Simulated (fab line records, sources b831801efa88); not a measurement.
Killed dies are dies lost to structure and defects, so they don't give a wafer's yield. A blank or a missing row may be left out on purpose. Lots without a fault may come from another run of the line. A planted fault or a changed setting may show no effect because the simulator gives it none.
A struck lot beside a sound one | flow sky130 | 16 steps out of a route of 708
Sound: wafers L433.1, L433.4, L433.5. Struck: wafers L445.2, L445.3, L445.5. The cause comes at the end.
At each step with rows: each side's tool, then ch and its chambers, then its first start. Under that, the readings that differ: sound wafers | struck wafers | difference of the means | sigmas: that difference in standard deviations of wafers without a fault.
alike: readings whose means differ by less than 2 such deviations, and words and numbers that are the same on both sides. not compared: withheld readings, readings that some wafer has no value for, bounds like >300 that may hide the same value, and numbers for which the record gives no deviation and whose values overlap.
The two part at a step that has a row with sigmas, a row that says differs or no value, or rows on one side only. Numbers that don't overlap but have no deviation are shown without sigmas and don't part them. A reading that every wafer of one side lacks parts them only if that side has two wafers or more.

first, 1 step without rows for these wafers: SKY_VT_ADJUST_LVTN_IMPLANT_19.
SKY_VT_ADJUST_LVTN_STRIP_20: strips in O2/N2.
  sound on plasma_asher-02 ch 1, day 9 22:32; struck on plasma_asher-01 ch 0,1, day 13 10:14
  alike: drypump_motor_current_A, oes_product_au, strip_time_to_endpoint_s
  not compared: rf_hours_counter_h
SKY_VT_ADJUST_LVTN_TW_MEAS_21:
  sound on film_metro-02, day 9 22:38; struck on film_metro-03, day 13 10:20
  alike: VT_ADJUST_LVTN_2_TW
then, 7 steps without rows for these wafers: SKY_VT_ADJUST_NCORE_DEHYDRATE_00 (time 60 s); SKY_VT_ADJUST_NCORE_HMDS_01 (prime time 60 s); SKY_VT_ADJUST_NCORE_COAT_02 (resist thk 1120 nm); SKY_VT_ADJUST_NCORE_SOFTBAKE_03 (time 60 s); SKY_VT_ADJUST_NCORE_EXPOSE_04 (exposes mask LVTN COMPLEMENT THIN, target cd 380 nm); SKY_VT_ADJUST_NCORE_PEB_05; SKY_VT_ADJUST_NCORE_DEVELOP_06 (develop time 60 s).
SKY_VT_ADJUST_NCORE_CD_MEAS_07: target cd 380 nm.
  sound on cd_sem-01, day 10 21:05; struck on cd_sem-02, day 14 12:13
  alike: cd_nm
SKY_VT_ADJUST_NCORE_OVL_MEAS_08:
  sound on overlay-02, day 10 21:13; struck on overlay-02, day 14 12:19
  alike: VT_ADJUST_NCORE_OVL
SKY_VT_ADJUST_NCORE_IMPLANT_09:
  sound on implanter-02 ch 0, day 10 21:15; struck on implanter-04 ch 0, day 14 12:22
  reading            | sound             | struck            | difference | sigmas
  beam_on_s (s)      | 10.12 10.12 9.95  | 11.81 11.39 11.81 | +1.61      | +8
  faraday_current_uA | 13.36 13.41 13.59 | 11.52 11.81 11.44 | -1.86      | -7
SKY_VT_ADJUST_NCORE_STRIP_10: strips in O2/N2.
  sound on plasma_asher-04 ch 1, day 10 21:24; struck on plasma_asher-03 ch 1, day 14 12:30
  reading                     | sound       | struck      | difference | sigmas
  drypump_motor_current_A (A) | 5.4 5.4 5.4 | 6.4 6.4 6.4 | +1.0       | +2
  alike: oes_product_au, strip_time_to_endpoint_s
  not compared: rf_hours_counter_h
SKY_VT_ADJUST_NCORE_TW_MEAS_11:
  sound on film_metro-04, day 10 21:30; struck on film_metro-01, day 14 12:50
  reading            | sound             | struck            | difference | sigmas
  VT_ADJUST_NCORE_TW | 219.3 218.4 219.0 | 232.8 231.9 232.0 | +13.3      | +10
  not compared: hold
-- the record jumps here: 36 days lie between the struck wafers' starts before and after (it left off in module VT_ADJUST_NCORE and takes up again in module PAD_OPEN, whose first step shown is number 708 of the route) --
SKY_PAD_OPEN_PROBE_99:
  sound on prober-01, day 47 17:33; struck on prober-01, day 50 09:11
  reading                                    | sound                         | struck                        | difference | sigmas
  model.etest.nfet_16v.r_on_ohm_um           | 1.391e+04 1.379e+04 1.396e+04 | 1.493e+04 1.492e+04 1.486e+04 | +1.017e+03 |
  model.etest.pfet_16v.r_on_ohm_um           | 1.508e+04 1.493e+04 1.504e+04 | 1.448e+04 1.423e+04 1.437e+04 | -6.567e+02 |
  model.etest.pfet_g5v0d10v5.r_on_ohm_um     | 4840 4751 4840                | 4584 4663 4675                | -170       |
  model.etest.tip_p.rs_ohm_sq                | 7060 7047 7072                | 6809 6797 6772                | -267       |
  model.etest.res_pwell_under_gate.rs_ohm_sq | 2266 2256 2266                | 2220 2220 2229                | -40        |
  model.etest.nfet_g5v0d10v5.r_on_ohm_um     | 1905 1873 1916                | 1984 1991 1994                | +92        |
  model.etest.tip_p_5v.rs_ohm_sq             | 2864 2847 2864                | 2821 2827 2820                | -36        |
  model.etest.tip_n_5v.rs_ohm_sq             | 1367 1362 1366                | 1457 1456 1450                | +89        |
  alike: killed_at_M0_to_M3, killed_at_M4_up, killed_at_contacts, killed_at_front_end, killed_at_other, killed_dies, killed_open, killed_short

WHERE THEY PART
First at SKY_VT_ADJUST_NCORE_IMPLANT_09; last, within this record, at SKY_VT_ADJUST_NCORE_TW_MEAS_11. Later steps at which nothing parts them and some readings are alike: SKY_PAD_OPEN_PROBE_99.

WHY: what the simulator had put in
Process parameter drift: implanter-04, from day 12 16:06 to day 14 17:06, at SKY_VT_ADJUST_NCORE_IMPLANT_09. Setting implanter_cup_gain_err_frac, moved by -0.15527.
